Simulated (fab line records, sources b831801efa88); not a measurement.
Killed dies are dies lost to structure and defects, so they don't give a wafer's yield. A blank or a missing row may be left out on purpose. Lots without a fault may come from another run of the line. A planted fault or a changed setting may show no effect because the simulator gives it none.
fab line records | flow sky130
record lots=12 wafers=36 last_day=50
route steps=708 shown FIELD_ISO@16 SONOS_TUNNEL@167 CONTACT@410 PAD_OPEN@708
lots that met no fault: from a run of the same line without faults
start_h: hours from the record's first day to the start of the lot's first wafer shown | wait_h: hours since the lot's step before | " the same as in the row above | L1.1+2: a row that stands for several wafers | - no value, or no start given | * or withheld: withheld | < > ~ a bound
route shown NAME@n: a module of which the file shows steps, and the number in the route of the first | usual: mean/standard deviation of fault-free wafers | same: alike in all rows | chamber/n: place in a boat | sites: the reading at each site | _std_site: their standard deviation | _edge_site: outer sites' mean less inner sites' | radius_mm: how far each site lies from the wafer's centre | mask NAME#n: copy n | behind: the tool/chamber that last shaped the wafer | hold: why the lot was held/for how many hours/how that ended | device: the transistor (n, p or np) that didn't switch | end of line: the same wafers' tests at the end of the route | a step without rows: its recipe alone | killed: dies lost to structure and defects at the first sort, not the wafer's yield | map: a wafer's dies, x killed, . not, _ none there
set.NAME: the setting as run; set.NAME@STEP: as run at that earlier step | model.NAME: the simulator's own value behind a step, which no gauge read
steps of the route over a sample of lots; a table a step, a row a wafer
services: from which hour (start_h, from the record's first day; less than 0 if before it) a tool's chamber was out of use, for how many hours, and why
## steps
# step SKY_FIELD_ISO_ETCH_15
# recipe chemistry=CHF3/O2 target_depth_nm=180 stop_on=Si source_w=600 bias_w=200 pressure_mtorr=40 chf3_flow_sccm=50 O2_flow_sccm=5 time_s=72
# usual chamber_pressure_mTorr=40.00/0.039 chf3_flow_sccm=50.00/0.15 drypump_motor_current_A=5.9/0.48 oes_product_au=0.946/0.0071 throttle_valve_pct=8.844/0.0093
# same time_s=72
# columns lot.wafer tool chamber start_h wait_h chamber_pressure_mTorr chf3_flow_sccm drypump_motor_current_A oes_product_au rf_hours_counter_h throttle_valve_pct
L621.1 rie_diel-01 3 37.79 0.0 39.90 50.06 5.6 0.956 30 8.832
L621.3 " 1 " " 40.07 49.92 5.6 0.943 106 8.862
L621.5 " 1 " " 40.05 50.06 5.6 0.944 - 8.841
L624.1 rie_diel-02 0 59.79 0.0 39.98 50.08 6.7 0.951 60 8.833
L624.3 " 2 " " 40.02 49.94 5.8 0.938 33 8.827
L624.5 " 2 " " 40.00 50.30 5.8 0.939 - 8.843
L625.2 rie_diel-03 1 61.98 0.0 40.01 50.25 5.0 0.955 95 8.854
L625.3 " 0 " " 40.07 50.07 6.0 0.949 111 8.849
L625.6 " 1 " " 39.99 50.22 5.0 0.956 - 8.844
L626.1 rie_diel-01 2 66.23 0.0 40.02 50.09 5.4 0.955 127 8.864
L626.2 " 3 " " 39.94 50.28 5.6 0.957 31 8.852
L626.4 " 1 " " 39.98 50.03 5.7 0.951 107 8.839
L627.1 rie_diel-01 1 70.03 0.0 39.93 49.95 5.6 0.928 107 8.852
L627.3 " 0 " " 40.00 50.05 5.6 0.924 31 8.851
L627.6 " 3 " " 39.98 49.92 5.6 0.933 - 8.851
L631.1 rie_diel-02 3 89.59 0.0 40.05 50.09 6.0 0.943 23 8.845
L631.2 " 0 " " 39.99 50.00 6.8 0.931 60 8.810
L631.5 " 0 " " 39.99 49.88 6.8 0.943 - 8.842
L633.1 rie_diel-02 3 102.31 0.1 39.95 49.80 6.0 0.940 23 8.843
L633.2 " 3 " " 39.99 49.81 6.0 0.942 - 8.846
L633.4 " 3 " " 40.01 49.93 6.0 0.938 - 8.843
L634.2 rie_diel-03 2 107.42 0.0 40.01 50.14 5.4 0.942 117 8.843
L634.4 " 1 " " 40.01 49.97 5.0 0.945 96 8.845
L634.5 " 2 " " 39.95 50.21 5.3 0.957 - 8.836
L635.1 rie_diel-02 0 113.39 0.0 40.08 50.21 6.8 0.942 60 8.835
L635.4 " 2 " " 39.96 49.91 5.8 0.939 34 8.830
L635.6 " 0 " " 39.99 50.28 6.8 0.943 - 8.832
L637.1 rie_diel-03 3 122.67 0.0 39.96 50.16 5.5 0.945 75 8.855
L637.5 " 3 " " 40.04 50.07 5.4 0.947 - 8.856
L637.6 " 0 " " 39.99 49.96 6.0 0.947 - 8.844
L638.1 rie_diel-01 3 127.94 0.0 40.03 49.68 5.6 0.948 32 8.844
L638.2 " 0 " " 40.07 49.99 5.5 0.943 32 8.831
L638.5 " 0 " " 40.02 49.95 5.6 0.940 - 8.840
L642.1 rie_diel-02 2 151.27 0.0 39.98 49.71 5.8 0.944 34 8.850
L642.5 " 2 " " 39.99 49.82 5.9 0.943 - 8.835
L642.6 " 1 " " 39.95 50.09 6.3 0.935 - 8.850
# step SKY_SONOS_TUNNEL_CLEAN_13
# recipe chemistry=dHF time_s=20 dilution=100:1 dry=ipa_marangoni
# usual run_length_s=48.8/2.2 time_s=20/0
# columns lot.wafer tool chamber start_h wait_h run_length_s time_s
L621.1 wet_bench-02 1 263.88 0.1 46.5 20
L621.3 " 1 " " 46.5 20
L621.5 " 1 " " 46.5 20
L624.1 wet_bench-03 0 291.90 0.1 51.9 20
L624.3 " 0 " " 51.9 20
L624.5 " 0 " " 51.9 20
L625.2 wet_bench-04 3 298.50 0.0 47.2 20
L625.3 " 3 " " 47.2 20
L625.6 " 3 " " 47.2 20
L626.1 wet_bench-02 2 305.37 0.1 50.9 20
L626.2 " 2 " " 50.9 20
L626.4 " 2 " " 50.9 20
L627.1 wet_bench-04 1 313.75 0.1 47.6 20
L627.3 " 1 " " 47.6 20
L627.6 " 1 " " 47.6 20
L631.1 wet_bench-02 2 342.15 0.1 47.1 20
L631.2 " 2 " " 47.1 20
L631.5 " 2 " " 47.1 20
L633.1 wet_bench-02 0 359.39 0.1 - -
L633.2 " 0 " " - -
L633.4 " 0 " " - -
L634.2 wet_bench-03 1 371.25 0.0 - -
L634.4 " 1 " " - -
L634.5 " 1 " " - -
L635.1 wet_bench-02 2 381.00 0.1 - -
L635.4 " 2 " " - -
L635.6 " 2 " " - -
L637.1 wet_bench-03 3 388.75 0.1 48.0 20
L637.5 " 3 " " 48.0 20
L637.6 " 3 " " 48.0 20
L638.1 wet_bench-03 0 402.75 0.1 47.6 20
L638.2 " 0 " " 47.6 20
L638.5 " 0 " " 47.6 20
L642.1 wet_bench-03 1 438.58 0.1 53.2 20
L642.5 " 1 " " 53.2 20
L642.6 " 1 " " 53.2 20
# step SKY_CONTACT_CMP_04
# recipe material=SiO2 down_force_psi=4 platen_rpm=60 pad_velocity_m_s=0.94248
# usual motor_current_A=12.7/1.3 retaining_ring_pressure_frac=1.000/0.0051 time_to_endpoint_s=82/5.1
# columns lot.wafer tool chamber start_h wait_h motor_current_A retaining_ring_pressure_frac time_to_endpoint_s
L621.3 cmp-01 3 719.38 0.0 14.5 1.004 77
L621.1 " 1 " " 12.3 0.994 76
L621.5 " 3 " " 15.0 1.005 78
L624.1 cmp-01 2 752.23 0.3 14.2 0.997 94
L624.3 " 0 " " 10.7 1.004 87
L624.5 " 2 " " 13.9 1.002 89
L625.3 cmp-01 1 755.78 0.1 12.7 0.996 71
L625.2 " 2 " " 14.2 0.998 83
L625.6 " 1 " " 12.5 0.995 69
L626.2 cmp-02 3 762.45 0.1 12.7 1.001 84
L626.4 " 0 " " 13.8 0.996 88
L626.1 " 1 " " 12.5 1.007 83
L627.1 cmp-02 0 783.60 0.1 13.8 1.000 75
L627.3 " 2 " " 11.4 1.000 85
L627.6 " 0 " " 14.2 1.000 77
L631.1 cmp-01 1 802.18 0.3 12.3 1.007 71
L631.2 " 0 " " 10.6 1.001 87
L631.5 " 1 " " 12.9 0.994 74
L633.2 cmp-01 0 817.15 0.1 10.5 0.996 85
L633.1 " 1 " " 12.7 1.004 81
L633.4 " 2 " " 12.9 0.996 82
L634.4 cmp-02 0 826.20 0.1 12.6 0.999 75
L634.2 " 1 " " 11.9 1.000 80
L634.5 " 3 " " 13.3 0.997 82
L635.1 cmp-02 2 834.75 0.1 11.3 1.009 86
L635.4 " 3 " " 12.3 0.988 86
L635.6 " 1 " " 12.3 1.000 76
L637.1 cmp-02 1 838.03 0.2 12.6 1.007 78
L637.6 " 2 " " 11.3 0.998 85
L637.5 " 3 " " 12.5 0.998 80
L638.1 cmp-02 0 853.42 0.1 13.2 0.993 88
L638.2 " 1 " " 12.3 0.990 86
L638.5 " 3 " " 13.2 1.001 86
L642.1 cmp-01 0 884.06 0.1 10.9 1.007 87
L642.6 " 3 " " 14.7 1.004 77
L642.5 " 0 " " 10.8 1.007 89
# step SKY_CONTACT_ETCH_16
# recipe chemistry=N2/H2 target=BARC ion_energy_ev=200 source_w=500 bias_w=100 pressure_mtorr=30 n2_flow_sccm=100 h2_flow_sccm=200 stop_on=SiO2 time_s=45.9 target_depth_a=600
# usual chamber_pressure_mTorr=29.999/0.028 drypump_motor_current_A=6.0/0.41 oes_product_au=0.854/0.0044 throttle_valve_pct=13.226/0.0083
# same time_s=45.9
# columns lot.wafer tool chamber start_h wait_h chamber_pressure_mTorr drypump_motor_current_A oes_product_au rf_hours_counter_h throttle_valve_pct
L621.1 rie_diel-02 3 747.28 0.0 29.955 6.0 0.857 36 13.223
L621.3 " 0 " " 29.999 6.8 0.856 3 13.235
L621.5 " 0 " " 30.024 6.8 0.848 - 13.217
L624.1 rie_diel-01 2 779.38 0.0 29.992 5.4 0.846 11 13.230
L624.3 " 3 " " 29.989 5.6 0.856 0 13.223
L624.5 " 3 " " 30.022 5.6 0.852 - 13.229
L625.2 rie_diel-01 2 782.32 0.0 30.022 5.4 0.857 11 13.232
L625.3 " 3 " " 29.983 5.6 0.852 0 13.225
L625.6 " 2 " " 29.964 5.4 0.851 - 13.227
L626.1 rie_diel-02 1 789.63 0.0 30.042 6.3 0.859 9 13.226
L626.2 " 0 " " 29.984 6.8 0.855 4 13.232
L626.4 " 2 " " 29.978 5.8 0.853 1 13.232
L627.1 rie_diel-02 1 810.69 0.0 29.982 6.4 0.858 9 13.243
L627.3 " 2 " " 30.001 5.8 0.845 1 13.235
L627.6 " 0 " " 30.043 6.8 0.849 - 13.235
L631.1 rie_diel-04 0 829.11 0.0 30.026 6.4 0.857 19 13.232
L631.2 " 2 " " 29.955 5.6 0.845 9 13.221
L631.5 " 0 " " 29.999 6.3 0.851 - 13.216
L633.1 rie_diel-04 3 845.26 0.0 30.004 6.2 0.847 7 13.223
L633.2 " 1 " " 29.945 5.6 0.858 10 13.211
L633.4 " 1 " " 29.957 5.6 0.848 - 13.233
L634.2 rie_diel-04 3 854.78 0.0 30.000 6.2 0.847 7 13.223
L634.4 " 1 " " 29.975 5.6 0.849 - 13.226
L634.5 " 3 " " 29.993 6.2 0.849 - 13.215
L635.1 rie_diel-02 2 862.56 0.0 29.958 5.8 0.855 3 13.222
L635.4 " 3 " " 30.004 6.0 0.851 1 13.230
L635.6 " 3 " " 30.038 6.0 0.855 - 13.225
L637.1 rie_diel-02 0 866.22 0.0 29.981 6.8 0.852 6 13.232
L637.5 " 2 " " 29.965 5.8 0.855 - 13.220
L637.6 " 1 " " 29.966 6.3 0.850 - 13.233
L638.1 rie_diel-04 2 879.92 0.0 30.023 5.5 0.856 9 13.235
L638.2 " 0 " " 29.986 6.4 0.862 21 13.222
L638.5 " 3 " " 29.949 6.2 0.846 - 13.211
L642.1 rie_diel-01 1 910.11 0.0 29.988 5.7 0.860 14 13.230
L642.5 " 2 " " 29.985 5.4 0.856 - 13.230
L642.6 " 1 " " 30.047 5.7 0.859 - 13.239
# step SKY_PAD_OPEN_PROBE_99
# usual killed_at_M0_to_M3=44/7.9 killed_at_M4_up=3.1/2 killed_at_contacts=23/4.9 killed_at_front_end=15/3.9 killed_at_other=0.2/0.49 killed_dies=86/10 killed_open=47/7.1 killed_short=39/7.1
# same gross_dies=492 killed_at_back_side=0
# columns lot.wafer tool chamber start_h wait_h killed_at_M0_to_M3 killed_at_M4_up killed_at_contacts killed_at_front_end killed_at_other killed_dies killed_open killed_short
L635.4 prober-02 - 1168.67 0.2 66 1 25 24 0 116 67 49
# killed by level:class
L635.4 VIA1:geometric_particle:open=14 VIA3:geometric_particle:open=12 VIA2:geometric_particle:open=10 CONTACT:geometric_particle:open=7 VIA1:geometric_particle:short=7 POLY_GATE:geometric_particle:open=6 VIA3:geometric_particle:short=6 CONTACT:geometric_particle:short=6
## services
# columns tool chamber start_h hours kind
rie_diel-01 1 17.57 16.6 repair
rie_diel-02 3 20.02 8.8 repair
rie_diel-02 2 91.79 15.3 repair
rie_diel-02 1 99.98 5.9 repair
rie_diel-02 0 101.05 10.0 repair
rie_diel-02 3 128.91 1.3 repair
rie_diel-02 3 168.48 58.6 repair
rie_diel-01 1 197.18 2.0 repair
rie_diel-01 3 200.22 5.6 repair
rie_diel-02 2 213.87 5.3 repair
rie_diel-01 3 233.87 14.2 repair
rie_diel-02 3 239.68 4.2 repair
rie_diel-02 0 245.83 16.4 repair
rie_diel-02 1 270.67 17.4 repair
rie_diel-02 3 275.69 15.4 repair
rie_diel-02 2 356.36 9.3 repair
rie_diel-01 3 376.95 15.5 repair
rie_diel-01 2 440.05 2.8 repair
rie_diel-01 - 457.21 0.9 repair
rie_diel-01 1 469.77 4.8 repair
rie_diel-02 - 554.31 14.6 pm
rie_diel-01 - 593.50 1.2 repair
rie_diel-02 - 677.11 2.4 repair
rie_diel-02 3 891.86 6.7 repair
## key
first_sign step=SKY_SONOS_TUNNEL_CLEAN_13 reading=tool_record direction=missing
effect none on later readings
met_at SKY_SONOS_TUNNEL_CLEAN_13
struck_lots L633,L634,L635
tester_left_out L633,L634,L635
not_acting_at SKY_FIELD_ISO_ETCH_15,SKY_CONTACT_CMP_04,SKY_CONTACT_ETCH_16
onset_between 342.15 359.39
fault kind=skipped_step_whole tool=wet_bench-02,wet_bench-03 chamber=- onset_h=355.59 steps=SKY_SONOS_TUNNEL_CLEAN_13 scope=struck_lots_only
# tester_left_out: of these lots the tester's yield and bins aren't shown, on N5 and GAA mostly nor the transistor test; their killed dies are dies lost to structure and defects alone, not to doping, threshold or leakage, so they don't give the yield
